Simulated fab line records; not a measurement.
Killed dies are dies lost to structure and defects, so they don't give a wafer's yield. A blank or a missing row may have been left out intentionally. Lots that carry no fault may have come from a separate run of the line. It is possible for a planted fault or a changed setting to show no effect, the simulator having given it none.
A struck lot beside a sound one ; flow gf180mcu ; 14 out of 602 route steps
Sound: wafers L589.3, L589.5, L589.6. Wafers struck: L598.1, L598.4, L598.6. Last of all comes the cause.
For every step that has rows: the tool of each side, followed by ch and its chambers, followed by its first start. Under that, the readings that differ: sound wafers ; struck wafers ; difference of the means ; sigmas: that difference in standard deviations of wafers without a fault.
alike: readings whose means differ by less than 2 such deviations, and words and numbers that are the same on both sides. not compared: withheld readings, readings that some wafer has no value for, bounds like >300 that may hide the same value, and numbers for which the record gives no deviation and whose values overlap.
A row with sigmas, a row that says differs or no value, or rows on one side alone: a step with any of these is where the two part. Numbers that don't overlap but have no deviation are shown without sigmas and don't part them. A reading that every wafer of one side lacks parts them only if that side has two wafers or more.

GF_M4_SPUTTER_01: material TiN, target thk 30 nm, time 25 s.
  sound: pvd sputter-01 at day 22 16:25; struck: pvd sputter-01 at day 26 04:23
  alike: throttle valve pct
GF_M4_SPUTTER_02: material AlCu, target thk 450 nm, time 23.9 s.
  sound: pvd sputter-01 at day 22 16:27; struck: pvd sputter-01 at day 26 04:25
  alike: throttle valve pct
GF_M4_SPUTTER_03: material Ti, target thk 10 nm, time 6.7 s.
  sound: pvd sputter-01 at day 22 16:29; struck: pvd sputter-01 at day 26 04:26
  alike: throttle valve pct
GF_M4_SPUTTER_04: material TiN, target thk 50 nm, time 41.7 s.
  sound: pvd sputter-01 at day 22 16:30; struck: pvd sputter-01 at day 26 04:28
  alike: throttle valve pct
GF_M4_RS_MEAS_05: measures by four-point-probe.
  sound: film metro-03 at day 22 16:35; struck: film metro-04 at day 26 04:30
  alike: M4_ALCU_RS
GF_M4_THK_MEAS_06: measures by xrf.
  sound: film metro-03 at day 22 16:41; struck: film metro-04 at day 26 04:37
  alike: M4_ALCU_THK
then, 6 steps without rows for these wafers: GF_M4_DEHYDRATE_07 (time 60 s); GF_M4_HMDS_08 (prime time 60 s); GF_M4_COAT_09 (resist thk 1000 nm); GF_M4_SOFTBAKE_10 (time 60 s); GF_M4_EXPOSE_11 (exposes mask Metal4, target cd 280 nm); GF_M4_PEB_12 (peb time 90 s).
GF_M4_DEVELOP_13: develop time 60 s.
  struck on litho track-02, day 27 01:58; sound on litho track-01 ch 0, day 23 15:13
  no value came back on the struck wafers for chill plate temp C (C), develop time s (s); on the sound wafers chill plate temp C (C) reads 23.32 23.24 23.29
reading;sound;struck;difference;sigmas
model.KrF_of_M4_COAT_09.thk nm (nm);987 984.3 983.1;996.1 999.6 998.8;+13.4;
GF_M4_CD_MEAS_14: target cd 280 nm.
  sound: cd sem-01 at day 23 15:21; struck: cd sem-01 at day 27 02:09
reading;sound;struck;difference;sigmas
cd nm (nm);279.9 279.1 279.2;- - -;no value on the struck wafers;

== WHERE THEY PART ==
Earliest at GF_M4_DEVELOP_13; latest, in this record, at GF_M4_CD_MEAS_14.

WHY: what had been put in by the simulator
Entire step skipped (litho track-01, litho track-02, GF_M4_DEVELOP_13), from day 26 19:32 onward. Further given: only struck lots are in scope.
